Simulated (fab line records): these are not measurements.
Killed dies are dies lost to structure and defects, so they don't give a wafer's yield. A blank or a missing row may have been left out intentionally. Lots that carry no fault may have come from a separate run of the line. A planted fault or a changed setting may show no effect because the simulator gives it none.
fab line records / flow sfq_line
record lots=7 wafers=21 last_day=97
route steps=325 shown R5@220 I5@228
lots untouched by any fault: they come from a run of this same line in which no faults occurred
start_h: start of the lot's first displayed wafer, in hours after the record's first day / wait_h: hours from the lot's prior step to this one / " unchanged from the row above / L1.1+2: one row covering several wafers at once / - value missing, or start not given / * or withheld: withheld / < > ~ a bound
route shown NAME@n: a module of which the file shows steps, and the number in the route of the first / usual: mean and standard deviation over wafers with no fault / same: alike in all rows / chamber/n: place in a boat / sites: readings site by site / _std_site: the values' standard deviation / _edge_site: outer sites' mean less inner sites' / radius_mm: for every site, how far away it sits from the centre of the wafer / mask NAME#n: copy n / behind: the last tool/chamber to shape the wafer / hold: cause of the lot's hold/its duration in hours/its outcome / device: names the non-switching transistor (n, p or np) / end of line: at the end of the route, the tests of the same wafers / a step given without rows: its recipe and nothing more / killed: not the wafer's yield, but the dies lost to structure and defects at the first sort / map: a wafer's dies, x killed, . not, _ none there
set.NAME: the setting the step ran with; set.NAME@STEP: the setting that earlier step ran with / model.NAME: the simulator's own value behind a step, which no gauge read
lots seen at some steps along the route; tables by step, rows by wafer
services: a tool's chamber out of use, with start hour (start_h, from the record's first day; less than 0 if before it), hours out, and reason
## steps
# step SFQ_TRILAYER_R5_LITHO_EXPOSE_137
# recipe mask_id=R5 na=0.6 source_shape=conventional sigma_outer=0.65 target_cd_nm=500 dose_mj=14.4
# step SFQ_TRILAYER_R5_LITHO_PEB_139
# recipe peb_temp_c=115 peb_time_s=60 resist=KrF
# step SFQ_TRILAYER_R5_LITHO_DEVELOP_138
# recipe time_s=60 resist=KrF
# step SFQ_R5_OVL_MEAS_935
# usual R5_OVL=2/5.4
lot.wafer=L827.2 tool=overlay-01 chamber=- start_h=1826.37 wait_h=0.1 R5_OVL[nm]=7
lot.wafer=L827.4 tool=overlay-01 chamber=- start_h=1826.37 wait_h=0.1 R5_OVL[nm]=-1
lot.wafer=L827.5 tool=overlay-01 chamber=- start_h=1826.37 wait_h=0.1 R5_OVL[nm]=7
lot.wafer=L828.1 tool=overlay-02 chamber=- start_h=1855.92 wait_h=0.1 R5_OVL[nm]=2
lot.wafer=L828.2 tool=overlay-02 chamber=- start_h=1855.92 wait_h=0.1 R5_OVL[nm]=-6
lot.wafer=L828.5 tool=overlay-02 chamber=- start_h=1855.92 wait_h=0.1 R5_OVL[nm]=-2
lot.wafer=L829.1 tool=overlay-02 chamber=- start_h=1859.52 wait_h=0.1 R5_OVL[nm]=11
lot.wafer=L829.2 tool=overlay-02 chamber=- start_h=1859.52 wait_h=0.1 R5_OVL[nm]=14
lot.wafer=L829.6 tool=overlay-02 chamber=- start_h=1859.52 wait_h=0.1 R5_OVL[nm]=11
lot.wafer=L834.1 tool=overlay-02 chamber=- start_h=1893.12 wait_h=0.1 R5_OVL[nm]=-3
lot.wafer=L834.2 tool=overlay-02 chamber=- start_h=1893.12 wait_h=0.1 R5_OVL[nm]=1
lot.wafer=L834.6 tool=overlay-02 chamber=- start_h=1893.12 wait_h=0.1 R5_OVL[nm]=-8
lot.wafer=L836.1 tool=overlay-02 chamber=- start_h=1921.92 wait_h=0.1 R5_OVL[nm]=13
lot.wafer=L836.5 tool=overlay-02 chamber=- start_h=1921.92 wait_h=0.1 R5_OVL[nm]=9
lot.wafer=L836.6 tool=overlay-02 chamber=- start_h=1921.92 wait_h=0.1 R5_OVL[nm]=3
lot.wafer=L838.1 tool=overlay-02 chamber=- start_h=1926.72 wait_h=0.1 R5_OVL[nm]=0
lot.wafer=L838.2 tool=overlay-02 chamber=- start_h=1926.72 wait_h=0.1 R5_OVL[nm]=4
lot.wafer=L838.6 tool=overlay-02 chamber=- start_h=1926.72 wait_h=0.1 R5_OVL[nm]=1
lot.wafer=L842.1 tool=overlay-02 chamber=- start_h=1935.12 wait_h=0.1 R5_OVL[nm]=-1
lot.wafer=L842.5 tool=overlay-02 chamber=- start_h=1935.12 wait_h=0.1 R5_OVL[nm]=0
lot.wafer=L842.6 tool=overlay-02 chamber=- start_h=1935.12 wait_h=0.1 R5_OVL[nm]=-7
# step SFQ_TRILAYER_R5_BARC_OPEN_METAL_ETCH_177
# recipe mask_material=PR chemistry=O2 target_depth_nm=125 target=BARC icp_w=600 bias_w=80 pressure_mtorr=10 time_s=41.7
# usual drypump_motor_current_A=5.7/0.53 he_backside_leak_sccm=3.59/0.27 oes_product_au=0.685/0.0044 rf_fwd_power_W=592/3
lot.wafer=L827.2 tool=rie_metal-02 chamber=1 start_h=1826.40 wait_h=0.0 drypump_motor_current_A=6.3 he_backside_leak_sccm=3.68 oes_product_au=0.691 rf_fwd_power_W=587 rf_hours_counter_h=82
lot.wafer=L827.4 tool=rie_metal-02 chamber=0 start_h=1826.40 wait_h=0.0 drypump_motor_current_A=6.1 he_backside_leak_sccm=3.94 oes_product_au=0.697 rf_fwd_power_W=594 rf_hours_counter_h=-
lot.wafer=L827.5 tool=rie_metal-02 chamber=0 start_h=1826.40 wait_h=0.0 drypump_motor_current_A=6.1 he_backside_leak_sccm=3.75 oes_product_au=0.693 rf_fwd_power_W=599 rf_hours_counter_h=-
lot.wafer=L828.1 tool=rie_metal-03 chamber=1 start_h=1855.95 wait_h=0.0 drypump_motor_current_A=4.8 he_backside_leak_sccm=3.70 oes_product_au=0.685 rf_fwd_power_W=596 rf_hours_counter_h=98
lot.wafer=L828.2 tool=rie_metal-03 chamber=0 start_h=1855.95 wait_h=0.0 drypump_motor_current_A=5.5 he_backside_leak_sccm=3.77 oes_product_au=0.688 rf_fwd_power_W=585 rf_hours_counter_h=36
lot.wafer=L828.5 tool=rie_metal-03 chamber=0 start_h=1855.95 wait_h=0.0 drypump_motor_current_A=5.5 he_backside_leak_sccm=3.63 oes_product_au=0.687 rf_fwd_power_W=587 rf_hours_counter_h=-
lot.wafer=L829.1 tool=rie_metal-03 chamber=0 start_h=1859.55 wait_h=0.0 drypump_motor_current_A=5.5 he_backside_leak_sccm=3.79 oes_product_au=0.682 rf_fwd_power_W=590 rf_hours_counter_h=37
lot.wafer=L829.2 tool=rie_metal-03 chamber=1 start_h=1859.55 wait_h=0.0 drypump_motor_current_A=4.8 he_backside_leak_sccm=3.52 oes_product_au=0.687 rf_fwd_power_W=593 rf_hours_counter_h=98
lot.wafer=L829.6 tool=rie_metal-03 chamber=0 start_h=1859.55 wait_h=0.0 drypump_motor_current_A=5.5 he_backside_leak_sccm=3.90 oes_product_au=0.682 rf_fwd_power_W=593 rf_hours_counter_h=-
lot.wafer=L834.1 tool=rie_metal-04 chamber=1 start_h=1893.15 wait_h=0.0 drypump_motor_current_A=6.2 he_backside_leak_sccm=5.35 oes_product_au=0.677 rf_fwd_power_W=596 rf_hours_counter_h=74
lot.wafer=L834.2 tool=rie_metal-04 chamber=0 start_h=1893.15 wait_h=0.0 drypump_motor_current_A=5.5 he_backside_leak_sccm=3.05 oes_product_au=0.684 rf_fwd_power_W=600 rf_hours_counter_h=11
lot.wafer=L834.6 tool=rie_metal-04 chamber=0 start_h=1893.15 wait_h=0.0 drypump_motor_current_A=5.6 he_backside_leak_sccm=3.03 oes_product_au=0.692 rf_fwd_power_W=597 rf_hours_counter_h=-
lot.wafer=L836.1 tool=rie_metal-04 chamber=0 start_h=1921.95 wait_h=0.0 drypump_motor_current_A=5.5 he_backside_leak_sccm=3.19 oes_product_au=0.684 rf_fwd_power_W=595 rf_hours_counter_h=13
lot.wafer=L836.5 tool=rie_metal-04 chamber=0 start_h=1921.95 wait_h=0.0 drypump_motor_current_A=5.6 he_backside_leak_sccm=3.01 oes_product_au=0.680 rf_fwd_power_W=595 rf_hours_counter_h=-
lot.wafer=L836.6 tool=rie_metal-04 chamber=1 start_h=1921.95 wait_h=0.0 drypump_motor_current_A=6.2 he_backside_leak_sccm=3.41 oes_product_au=0.686 rf_fwd_power_W=593 rf_hours_counter_h=-
lot.wafer=L838.1 tool=rie_metal-02 chamber=0 start_h=1926.75 wait_h=0.0 drypump_motor_current_A=6.0 he_backside_leak_sccm=3.76 oes_product_au=0.685 rf_fwd_power_W=592 rf_hours_counter_h=130
lot.wafer=L838.2 tool=rie_metal-02 chamber=1 start_h=1926.75 wait_h=0.0 drypump_motor_current_A=6.3 he_backside_leak_sccm=3.76 oes_product_au=0.684 rf_fwd_power_W=590 rf_hours_counter_h=101
lot.wafer=L838.6 tool=rie_metal-02 chamber=0 start_h=1926.75 wait_h=0.0 drypump_motor_current_A=6.0 he_backside_leak_sccm=3.58 oes_product_au=0.680 rf_fwd_power_W=592 rf_hours_counter_h=-
lot.wafer=L842.1 tool=rie_metal-02 chamber=0 start_h=1935.15 wait_h=0.0 drypump_motor_current_A=6.0 he_backside_leak_sccm=3.96 oes_product_au=0.687 rf_fwd_power_W=597 rf_hours_counter_h=132
lot.wafer=L842.5 tool=rie_metal-02 chamber=1 start_h=1935.15 wait_h=0.0 drypump_motor_current_A=6.3 he_backside_leak_sccm=3.70 oes_product_au=0.683 rf_fwd_power_W=592 rf_hours_counter_h=-
lot.wafer=L842.6 tool=rie_metal-02 chamber=0 start_h=1935.15 wait_h=0.0 drypump_motor_current_A=6.1 he_backside_leak_sccm=3.82 oes_product_au=0.682 rf_fwd_power_W=595 rf_hours_counter_h=-
# step SFQ_TRILAYER_R5_ETCH_METAL_ETCH_139
# recipe stop_on=SiO2 mask_material=PR chemistry=Cl2 target_depth_nm=60 icp_w=600 bias_w=80 pressure_mtorr=10 time_s=40
# usual drypump_motor_current_A=5.7/0.53 he_backside_leak_sccm=3.5/0.34 oes_product_au=0.989/0.0059 rf_fwd_power_W=592/3.2
lot.wafer=L827.2 tool=rie_metal-02 chamber=1 start_h=1826.46 wait_h=0.0 drypump_motor_current_A=6.3 he_backside_leak_sccm=3.7 oes_product_au=0.991 rf_fwd_power_W=588 rf_hours_counter_h=82
lot.wafer=L827.4 tool=rie_metal-02 chamber=0 start_h=1826.46 wait_h=0.0 drypump_motor_current_A=6.1 he_backside_leak_sccm=3.6 oes_product_au=0.995 rf_fwd_power_W=592 rf_hours_counter_h=-
lot.wafer=L827.5 tool=rie_metal-02 chamber=0 start_h=1826.46 wait_h=0.0 drypump_motor_current_A=6.1 he_backside_leak_sccm=3.8 oes_product_au=0.996 rf_fwd_power_W=591 rf_hours_counter_h=-
lot.wafer=L828.1 tool=rie_metal-03 chamber=1 start_h=1856.01 wait_h=0.0 drypump_motor_current_A=4.9 he_backside_leak_sccm=3.7 oes_product_au=0.988 rf_fwd_power_W=593 rf_hours_counter_h=98
lot.wafer=L828.2 tool=rie_metal-03 chamber=0 start_h=1856.01 wait_h=0.0 drypump_motor_current_A=5.6 he_backside_leak_sccm=3.4 oes_product_au=0.979 rf_fwd_power_W=586 rf_hours_counter_h=36
lot.wafer=L828.5 tool=rie_metal-03 chamber=0 start_h=1856.01 wait_h=0.0 drypump_motor_current_A=5.5 he_backside_leak_sccm=3.5 oes_product_au=0.982 rf_fwd_power_W=587 rf_hours_counter_h=-
lot.wafer=L829.1 tool=rie_metal-03 chamber=0 start_h=1859.61 wait_h=0.0 drypump_motor_current_A=5.6 he_backside_leak_sccm=3.6 oes_product_au=0.984 rf_fwd_power_W=587 rf_hours_counter_h=37
lot.wafer=L829.2 tool=rie_metal-03 chamber=1 start_h=1859.61 wait_h=0.0 drypump_motor_current_A=4.8 he_backside_leak_sccm=3.7 oes_product_au=0.985 rf_fwd_power_W=595 rf_hours_counter_h=98
lot.wafer=L829.6 tool=rie_metal-03 chamber=0 start_h=1859.61 wait_h=0.0 drypump_motor_current_A=5.5 he_backside_leak_sccm=3.7 oes_product_au=0.996 rf_fwd_power_W=588 rf_hours_counter_h=-
lot.wafer=L834.1 tool=rie_metal-04 chamber=1 start_h=1893.21 wait_h=0.0 drypump_motor_current_A=6.2 he_backside_leak_sccm=3.5 oes_product_au=0.990 rf_fwd_power_W=590 rf_hours_counter_h=74
lot.wafer=L834.2 tool=rie_metal-04 chamber=0 start_h=1893.21 wait_h=0.0 drypump_motor_current_A=5.6 he_backside_leak_sccm=2.9 oes_product_au=0.988 rf_fwd_power_W=598 rf_hours_counter_h=11
lot.wafer=L834.6 tool=rie_metal-04 chamber=0 start_h=1893.21 wait_h=0.0 drypump_motor_current_A=5.6 he_backside_leak_sccm=3.0 oes_product_au=0.992 rf_fwd_power_W=597 rf_hours_counter_h=-
lot.wafer=L836.1 tool=rie_metal-04 chamber=0 start_h=1922.01 wait_h=0.0 drypump_motor_current_A=5.6 he_backside_leak_sccm=3.0 oes_product_au=0.981 rf_fwd_power_W=599 rf_hours_counter_h=13
lot.wafer=L836.5 tool=rie_metal-04 chamber=0 start_h=1922.01 wait_h=0.0 drypump_motor_current_A=5.5 he_backside_leak_sccm=2.9 oes_product_au=0.986 rf_fwd_power_W=598 rf_hours_counter_h=-
lot.wafer=L836.6 tool=rie_metal-04 chamber=1 start_h=1922.01 wait_h=0.0 drypump_motor_current_A=6.2 he_backside_leak_sccm=3.5 oes_product_au=0.997 rf_fwd_power_W=592 rf_hours_counter_h=-
lot.wafer=L838.1 tool=rie_metal-02 chamber=0 start_h=1926.81 wait_h=0.0 drypump_motor_current_A=6.1 he_backside_leak_sccm=3.9 oes_product_au=0.995 rf_fwd_power_W=594 rf_hours_counter_h=130
lot.wafer=L838.2 tool=rie_metal-02 chamber=1 start_h=1926.81 wait_h=0.0 drypump_motor_current_A=6.3 he_backside_leak_sccm=3.7 oes_product_au=0.991 rf_fwd_power_W=589 rf_hours_counter_h=102
lot.wafer=L838.6 tool=rie_metal-02 chamber=0 start_h=1926.81 wait_h=0.0 drypump_motor_current_A=6.0 he_backside_leak_sccm=3.8 oes_product_au=0.983 rf_fwd_power_W=593 rf_hours_counter_h=-
lot.wafer=L842.1 tool=rie_metal-02 chamber=0 start_h=1935.21 wait_h=0.0 drypump_motor_current_A=6.1 he_backside_leak_sccm=3.4 oes_product_au=0.994 rf_fwd_power_W=595 rf_hours_counter_h=132
lot.wafer=L842.5 tool=rie_metal-02 chamber=1 start_h=1935.21 wait_h=0.0 drypump_motor_current_A=6.3 he_backside_leak_sccm=3.7 oes_product_au=0.992 rf_fwd_power_W=591 rf_hours_counter_h=-
lot.wafer=L842.6 tool=rie_metal-02 chamber=0 start_h=1935.21 wait_h=0.0 drypump_motor_current_A=6.1 he_backside_leak_sccm=3.6 oes_product_au=0.989 rf_fwd_power_W=596 rf_hours_counter_h=-
# step SFQ_TRILAYER_R5_STRIP_STRIP_140
# recipe gas=O2 power_w=200 platen_temp_c=40 overash_fraction=0.65 chemistry=O2 pressure_mtorr=50
# usual drypump_motor_current_A=5.7/0.53 he_backside_leak_sccm=3.55/0.22 oes_product_au=0.998/0.0077
lot.wafer=L827.2 tool=rie_metal-02 chamber=1 start_h=1826.52 wait_h=0.0 drypump_motor_current_A=6.3 he_backside_leak_sccm=3.67 oes_product_au=1.005 rf_hours_counter_h=82
lot.wafer=L827.4 tool=rie_metal-02 chamber=0 start_h=1826.52 wait_h=0.0 drypump_motor_current_A=6.1 he_backside_leak_sccm=3.64 oes_product_au=1.001 rf_hours_counter_h=-
lot.wafer=L827.5 tool=rie_metal-02 chamber=0 start_h=1826.52 wait_h=0.0 drypump_motor_current_A=6.1 he_backside_leak_sccm=3.55 oes_product_au=1.009 rf_hours_counter_h=-
lot.wafer=L828.1 tool=rie_metal-03 chamber=1 start_h=1856.07 wait_h=0.0 drypump_motor_current_A=4.8 he_backside_leak_sccm=3.80 oes_product_au=0.997 rf_hours_counter_h=98
lot.wafer=L828.2 tool=rie_metal-03 chamber=0 start_h=1856.07 wait_h=0.0 drypump_motor_current_A=5.5 he_backside_leak_sccm=3.65 oes_product_au=0.997 rf_hours_counter_h=37
lot.wafer=L828.5 tool=rie_metal-03 chamber=0 start_h=1856.07 wait_h=0.0 drypump_motor_current_A=5.6 he_backside_leak_sccm=3.46 oes_product_au=0.990 rf_hours_counter_h=-
lot.wafer=L829.1 tool=rie_metal-03 chamber=0 start_h=1859.67 wait_h=0.0 drypump_motor_current_A=5.5 he_backside_leak_sccm=3.58 oes_product_au=0.997 rf_hours_counter_h=37
lot.wafer=L829.2 tool=rie_metal-03 chamber=1 start_h=1859.67 wait_h=0.0 drypump_motor_current_A=4.8 he_backside_leak_sccm=3.72 oes_product_au=0.983 rf_hours_counter_h=98
lot.wafer=L829.6 tool=rie_metal-03 chamber=0 start_h=1859.67 wait_h=0.0 drypump_motor_current_A=5.5 he_backside_leak_sccm=3.62 oes_product_au=0.998 rf_hours_counter_h=-
lot.wafer=L834.1 tool=rie_metal-04 chamber=1 start_h=1893.27 wait_h=0.0 drypump_motor_current_A=6.2 he_backside_leak_sccm=3.59 oes_product_au=1.002 rf_hours_counter_h=74
lot.wafer=L834.2 tool=rie_metal-04 chamber=0 start_h=1893.27 wait_h=0.0 drypump_motor_current_A=5.6 he_backside_leak_sccm=3.19 oes_product_au=1.002 rf_hours_counter_h=11
lot.wafer=L834.6 tool=rie_metal-04 chamber=0 start_h=1893.27 wait_h=0.0 drypump_motor_current_A=5.5 he_backside_leak_sccm=2.93 oes_product_au=0.996 rf_hours_counter_h=-
lot.wafer=L836.1 tool=rie_metal-04 chamber=0 start_h=1922.07 wait_h=0.0 drypump_motor_current_A=5.5 he_backside_leak_sccm=3.28 oes_product_au=1.002 rf_hours_counter_h=13
lot.wafer=L836.5 tool=rie_metal-04 chamber=0 start_h=1922.07 wait_h=0.0 drypump_motor_current_A=5.5 he_backside_leak_sccm=3.16 oes_product_au=1.004 rf_hours_counter_h=-
lot.wafer=L836.6 tool=rie_metal-04 chamber=1 start_h=1922.07 wait_h=0.0 drypump_motor_current_A=6.2 he_backside_leak_sccm=3.39 oes_product_au=1.017 rf_hours_counter_h=-
lot.wafer=L838.1 tool=rie_metal-02 chamber=0 start_h=1926.87 wait_h=0.0 drypump_motor_current_A=6.0 he_backside_leak_sccm=3.53 oes_product_au=1.010 rf_hours_counter_h=130
lot.wafer=L838.2 tool=rie_metal-02 chamber=1 start_h=1926.87 wait_h=0.0 drypump_motor_current_A=6.3 he_backside_leak_sccm=3.69 oes_product_au=1.000 rf_hours_counter_h=102
lot.wafer=L838.6 tool=rie_metal-02 chamber=0 start_h=1926.87 wait_h=0.0 drypump_motor_current_A=6.0 he_backside_leak_sccm=4.04 oes_product_au=1.000 rf_hours_counter_h=-
lot.wafer=L842.1 tool=rie_metal-02 chamber=0 start_h=1935.27 wait_h=0.0 drypump_motor_current_A=6.1 he_backside_leak_sccm=3.81 oes_product_au=0.999 rf_hours_counter_h=132
lot.wafer=L842.5 tool=rie_metal-02 chamber=1 start_h=1935.27 wait_h=0.0 drypump_motor_current_A=6.3 he_backside_leak_sccm=3.69 oes_product_au=0.993 rf_hours_counter_h=-
lot.wafer=L842.6 tool=rie_metal-02 chamber=0 start_h=1935.27 wait_h=0.0 drypump_motor_current_A=6.0 he_backside_leak_sccm=3.69 oes_product_au=0.998 rf_hours_counter_h=-
# step SFQ_TRILAYER_R5_STRIP_SOLV_CLEAN_141
# recipe chemistry=NMP temp_c=70 time_s=600
# step SFQ_TRILAYER_A5C_DEP_PECVD_142
# recipe material=SiO2 temp_c=150 time_s=15.556 pressure_torr=2.4 rf_w=183.3 precursor=SiH4/N2O target_thk_nm=70
# usual heater_power_w=74/11 rf_fwd_power_W=180.4/0.87 throttle_valve_pct=25.5/2
lot.wafer=L827.2 tool=pecvd-04 chamber=2 start_h=1827.47 wait_h=0.0 heater_power_w=75 rf_fwd_power_W=179.0 throttle_valve_pct=24.4
lot.wafer=L827.4 tool=pecvd-04 chamber=2 start_h=1827.47 wait_h=0.0 heater_power_w=77 rf_fwd_power_W=179.3 throttle_valve_pct=24.6
lot.wafer=L827.5 tool=pecvd-04 chamber=1 start_h=1827.47 wait_h=0.0 heater_power_w=77 rf_fwd_power_W=180.2 throttle_valve_pct=23.9
lot.wafer=L828.1 tool=pecvd-03 chamber=2 start_h=1857.02 wait_h=0.0 heater_power_w=59 rf_fwd_power_W=180.9 throttle_valve_pct=28.5
lot.wafer=L828.2 tool=pecvd-03 chamber=0 start_h=1857.02 wait_h=0.0 heater_power_w=80 rf_fwd_power_W=181.2 throttle_valve_pct=22.7
lot.wafer=L828.5 tool=pecvd-03 chamber=0 start_h=1857.02 wait_h=0.0 heater_power_w=81 rf_fwd_power_W=181.0 throttle_valve_pct=23.0
lot.wafer=L829.1 tool=pecvd-04 chamber=0 start_h=1860.45 wait_h=0.0 heater_power_w=95 rf_fwd_power_W=178.9 throttle_valve_pct=23.2
lot.wafer=L829.2 tool=pecvd-04 chamber=1 start_h=1860.45 wait_h=0.0 heater_power_w=76 rf_fwd_power_W=179.8 throttle_valve_pct=24.1
lot.wafer=L829.6 tool=pecvd-04 chamber=0 start_h=1860.45 wait_h=0.0 heater_power_w=98 rf_fwd_power_W=179.3 throttle_valve_pct=23.4
lot.wafer=L834.1 tool=pecvd-03 chamber=0 start_h=1894.05 wait_h=0.0 heater_power_w=82 rf_fwd_power_W=180.4 throttle_valve_pct=23.0
lot.wafer=L834.2 tool=pecvd-03 chamber=1 start_h=1894.05 wait_h=0.0 heater_power_w=76 rf_fwd_power_W=181.8 throttle_valve_pct=25.4
lot.wafer=L834.6 tool=pecvd-03 chamber=1 start_h=1894.05 wait_h=0.0 heater_power_w=61 rf_fwd_power_W=182.2 throttle_valve_pct=25.2
lot.wafer=L836.1 tool=pecvd-01 chamber=1 start_h=1922.85 wait_h=0.0 heater_power_w=72 rf_fwd_power_W=181.5 throttle_valve_pct=25.0
lot.wafer=L836.5 tool=pecvd-01 chamber=1 start_h=1922.85 wait_h=0.0 heater_power_w=73 rf_fwd_power_W=181.3 throttle_valve_pct=24.9
lot.wafer=L836.6 tool=pecvd-01 chamber=2 start_h=1922.85 wait_h=0.0 heater_power_w=69 rf_fwd_power_W=180.2 throttle_valve_pct=28.0
lot.wafer=L838.1 tool=pecvd-04 chamber=1 start_h=1927.65 wait_h=0.0 heater_power_w=87 rf_fwd_power_W=179.5 throttle_valve_pct=24.4
lot.wafer=L838.2 tool=pecvd-04 chamber=0 start_h=1927.65 wait_h=0.0 heater_power_w=95 rf_fwd_power_W=179.0 throttle_valve_pct=23.5
lot.wafer=L838.6 tool=pecvd-04 chamber=2 start_h=1927.65 wait_h=0.0 heater_power_w=74 rf_fwd_power_W=180.8 throttle_valve_pct=25.0
lot.wafer=L842.1 tool=pecvd-03 chamber=0 start_h=1936.05 wait_h=0.0 heater_power_w=76 rf_fwd_power_W=180.7 throttle_valve_pct=22.7
lot.wafer=L842.5 tool=pecvd-03 chamber=2 start_h=1936.05 wait_h=0.0 heater_power_w=63 rf_fwd_power_W=180.4 throttle_valve_pct=28.9
lot.wafer=L842.6 tool=pecvd-03 chamber=1 start_h=1936.05 wait_h=0.0 heater_power_w=76 rf_fwd_power_W=182.7 throttle_valve_pct=25.3
# step SFQ_TRILAYER_I5_LITHO_COAT_149
# recipe resist=BARC spin_rpm=3000 resist_thk_nm=62.43
# step SFQ_TRILAYER_I5_LITHO_COAT_144
# recipe resist=KrF spin_rpm=3000 resist_thk_nm=650
# step SFQ_TRILAYER_I5_LITHO_SOFTBAKE_148
# recipe temp_c=withheld time_s=withheld resist=KrF
# step SFQ_TRILAYER_I5_LITHO_EXPOSE_145
# recipe mask_id=I5 na=0.6 source_shape=conventional sigma_outer=0.65 target_cd_nm=700 dose_mj=21.3
# usual exposure_dose_mJ_cm2=21.299/0.02 focus_offset_nm=-0.1/0.49 sigma_outer=0.65/0
lot.wafer=L827.2 tool=krf_scanner-02 chamber=- start_h=1839.86 wait_h=- mask=I5#0 exposure_dose_mJ_cm2=- focus_offset_nm=- sigma_outer=-
lot.wafer=L827.4 tool=krf_scanner-02 chamber=- start_h=1839.86 wait_h=- mask=I5#0 exposure_dose_mJ_cm2=- focus_offset_nm=- sigma_outer=-
lot.wafer=L827.5 tool=krf_scanner-02 chamber=- start_h=1839.86 wait_h=- mask=I5#0 exposure_dose_mJ_cm2=- focus_offset_nm=- sigma_outer=-
lot.wafer=L828.1 tool=krf_scanner-02 chamber=- start_h=1857.97 wait_h=- mask=I5#0 exposure_dose_mJ_cm2=- focus_offset_nm=- sigma_outer=-
lot.wafer=L828.2 tool=krf_scanner-02 chamber=- start_h=1857.97 wait_h=- mask=I5#0 exposure_dose_mJ_cm2=- focus_offset_nm=- sigma_outer=-
lot.wafer=L828.5 tool=krf_scanner-02 chamber=- start_h=1857.97 wait_h=- mask=I5#0 exposure_dose_mJ_cm2=- focus_offset_nm=- sigma_outer=-
lot.wafer=L829.1 tool=krf_scanner-02 chamber=- start_h=1862.42 wait_h=- mask=I5#0 exposure_dose_mJ_cm2=- focus_offset_nm=- sigma_outer=-
lot.wafer=L829.2 tool=krf_scanner-02 chamber=- start_h=1862.42 wait_h=- mask=I5#0 exposure_dose_mJ_cm2=- focus_offset_nm=- sigma_outer=-
lot.wafer=L829.6 tool=krf_scanner-02 chamber=- start_h=1862.42 wait_h=- mask=I5#0 exposure_dose_mJ_cm2=- focus_offset_nm=- sigma_outer=-
lot.wafer=L834.1 tool=krf_scanner-02 chamber=0 start_h=1895.67 wait_h=- mask=I5#0 exposure_dose_mJ_cm2=21.293 focus_offset_nm=0.0 sigma_outer=0.65
lot.wafer=L834.2 tool=krf_scanner-02 chamber=0 start_h=1895.67 wait_h=- mask=I5#0 exposure_dose_mJ_cm2=21.292 focus_offset_nm=-0.2 sigma_outer=0.65
lot.wafer=L834.6 tool=krf_scanner-02 chamber=0 start_h=1895.67 wait_h=- mask=I5#0 exposure_dose_mJ_cm2=21.267 focus_offset_nm=0.1 sigma_outer=0.65
lot.wafer=L836.1 tool=krf_scanner-02 chamber=0 start_h=1923.62 wait_h=- mask=I5#0 exposure_dose_mJ_cm2=21.287 focus_offset_nm=-0.3 sigma_outer=0.65
lot.wafer=L836.5 tool=krf_scanner-02 chamber=0 start_h=1923.62 wait_h=- mask=I5#0 exposure_dose_mJ_cm2=21.295 focus_offset_nm=-0.4 sigma_outer=0.65
lot.wafer=L836.6 tool=krf_scanner-02 chamber=0 start_h=1923.62 wait_h=- mask=I5#0 exposure_dose_mJ_cm2=21.319 focus_offset_nm=-0.4 sigma_outer=0.65
lot.wafer=L838.1 tool=krf_scanner-02 chamber=0 start_h=1932.02 wait_h=- mask=I5#0 exposure_dose_mJ_cm2=21.266 focus_offset_nm=0.2 sigma_outer=0.65
lot.wafer=L838.2 tool=krf_scanner-02 chamber=0 start_h=1932.02 wait_h=- mask=I5#0 exposure_dose_mJ_cm2=21.274 focus_offset_nm=-0.2 sigma_outer=0.65
lot.wafer=L838.6 tool=krf_scanner-02 chamber=0 start_h=1932.02 wait_h=- mask=I5#0 exposure_dose_mJ_cm2=21.290 focus_offset_nm=-0.2 sigma_outer=0.65
lot.wafer=L842.1 tool=krf_scanner-02 chamber=0 start_h=1942.82 wait_h=- mask=I5#0 exposure_dose_mJ_cm2=21.310 focus_offset_nm=-0.9 sigma_outer=0.65
lot.wafer=L842.5 tool=krf_scanner-02 chamber=0 start_h=1942.82 wait_h=- mask=I5#0 exposure_dose_mJ_cm2=21.295 focus_offset_nm=-0.2 sigma_outer=0.65
lot.wafer=L842.6 tool=krf_scanner-02 chamber=0 start_h=1942.82 wait_h=- mask=I5#0 exposure_dose_mJ_cm2=21.294 focus_offset_nm=-0.1 sigma_outer=0.65
# step SFQ_TRILAYER_I5_LITHO_PEB_147
# recipe peb_temp_c=115 peb_time_s=60 resist=KrF
## services
tool=pecvd-04 chamber=0 start_h=1804.08 hours=2.0 kind=repair
tool=pecvd-03 chamber=- start_h=1807.17 hours=0.8 kind=repair
tool=krf_scanner-02 chamber=- start_h=1808.14 hours=1.0 kind=pm
tool=pecvd-04 chamber=- start_h=1808.90 hours=2.1 kind=repair
tool=rie_metal-04 chamber=- start_h=1821.13 hours=0.6 kind=repair
tool=krf_scanner-02 chamber=- start_h=1823.54 hours=4.0 kind=pm
tool=krf_scanner-02 chamber=- start_h=1827.56 hours=1.3 kind=pm
tool=pecvd-01 chamber=2 start_h=1845.04 hours=5.0 kind=repair
tool=rie_metal-02 chamber=0 start_h=1852.21 hours=7.7 kind=repair
tool=pecvd-04 chamber=1 start_h=1879.72 hours=5.1 kind=repair
tool=pecvd-01 chamber=0 start_h=1897.96 hours=2.2 kind=repair
tool=rie_metal-04 chamber=- start_h=1901.41 hours=15.6 kind=pm
tool=krf_scanner-02 chamber=- start_h=1903.46 hours=0.8 kind=pm
tool=pecvd-03 chamber=- start_h=1930.73 hours=0.6 kind=repair
tool=rie_metal-03 chamber=- start_h=1934.81 hours=0.6 kind=repair
tool=rie_metal-02 chamber=- start_h=1941.40 hours=14.6 kind=pm
## key
first_sign step=SFQ_TRILAYER_I5_LITHO_EXPOSE_145 reading=tool_record direction=missing
effect none on later readings
met_at SFQ_TRILAYER_I5_LITHO_EXPOSE_145
struck_wafers L827.2,L827.4,L827.5,L828.1,L828.2,L828.5,L829.1,L829.2,L829.6
fault kind=skipped_step_whole tool=krf_scanner-02 chamber=- onset_h=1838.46 steps=SFQ_TRILAYER_I5_LITHO_EXPOSE_145 scope=struck_lots_only
